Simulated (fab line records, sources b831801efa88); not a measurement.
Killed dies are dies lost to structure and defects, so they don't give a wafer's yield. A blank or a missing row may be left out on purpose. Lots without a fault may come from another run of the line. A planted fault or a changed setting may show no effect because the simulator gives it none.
One fault seen from 2 desks | flow sky130 | each desk has only its own numbers; what lay behind them comes last

THE METROLOGY DESK
What the gauges read, lot by lot, whatever tool the lot ran on: means of the sampled wafers that have a number. A lot is out of limits, marked OUT, if its mean lies more than 4 standard deviations from the usual mean; the brackets give that distance.
Columns: A = INCOMING_BOW at SKY_FIELD_ISO_BOW_MEAS_00, usual 0 um; B = FIELD_ISO_OXIDATION_00_THK at SKY_FIELD_ISO_THK_MEAS_02, usual 11.92 nm; C = FIELD_ISO_CVD_03_THK at SKY_FIELD_ISO_THK_MEAS_04, usual 159.7 nm; D = PWDE_RS at SKY_NWELL_RS_MEAS_31, usual 5277 ohm/sq
lot  | first seen here | A  | B     | C     | D
L307 | day 1 10:01     | 2  | 11.99 | 158.5 | 5262
L308 | day 1 15:00     | -5 | 11.59 | 161.0 | 5287
L311 | day 2 06:00     | -2 | 12.00 | 160.2 | 5276
L313 | day 2 16:01     | -2 | 12.10 | 157.3 | 5287
L314 | day 2 21:03     | -2 | 11.76 | 161.0 | 5263
L316 | day 3 07:00     | 1  | 12.05 | 159.8 | 5274
L317 | day 3 12:00     | 2  | 12.32 | 161.8 | 5266
L318 | day 3 17:00     | 2  | 11.97 | 162.0 | 5270
L319 | day 3 22:02     | -4 | 12.12 | 160.3 | 5290
L321 | day 4 08:00     | 5  | 12.20 | 158.1 | 5273
L322 | day 4 13:00     | 1  | 11.32 | 156.8 | 5286
L329 | day 6 00:00     | -9 | 12.17 | 161.2 | 5429 (+8.9) OUT
L330 | day 6 05:00     | 1  | 11.89 | 159.8 | 5422 (+8.5) OUT
This desk's finding: out of limits on L329, L330; first on L329, day 10 19:29 (PWDE_RS at SKY_NWELL_RS_MEAS_31). In limits: L307, L308, L311, L313, L314, L316, L317, L318, L319, L321, L322.

THE TOOL OWNER'S DESK: implanter-01
The tool's own readings at SKY_PWDE_IMPLANT_08: means of the sampled wafers that have a number, for each lot that ran on this tool. A lot is out of limits, marked OUT, if its mean lies more than 4 standard deviations from the usual mean; the brackets give that distance.
Columns: A = dose_ions_cm2 at SKY_PWDE_IMPLANT_08, usual 3.6e+12
lot  | first seen here | A
L308 | day 4 04:06     | 3.6e+12
L319 | day 6 16:26     | 3.6e+12
L321 | day 7 02:09     | 3.6e+12
L329 | day 8 22:32     | 3.5e+12 (-34) OUT
L330 | day 9 07:17     | 3.5e+12 (-32) OUT
This desk's finding: out of limits on L329, L330; first on L329, day 8 22:32 (dose_ions_cm2 at SKY_PWDE_IMPLANT_08). In limits: L308, L319, L321.

PUT TOGETHER
The tool owner's desk could have raised an alarm at day 8 22:32, on L329, L330.
The metrology desk could have raised an alarm at day 10 19:29, on L329, L330.
Of the lots named, all ran SKY_PWDE_IMPLANT_08 on implanter-01.

WHAT THE SIMULATOR HAD PUT IN
Process parameter drift: implanter-01, from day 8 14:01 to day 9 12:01, at SKY_PWDE_IMPLANT_08. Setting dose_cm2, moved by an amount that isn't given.
Lots struck among those shown: L329, L330.
Hours from the fault's start to each desk's first reading out of limits: the tool owner's desk, 9; the metrology desk, 53.
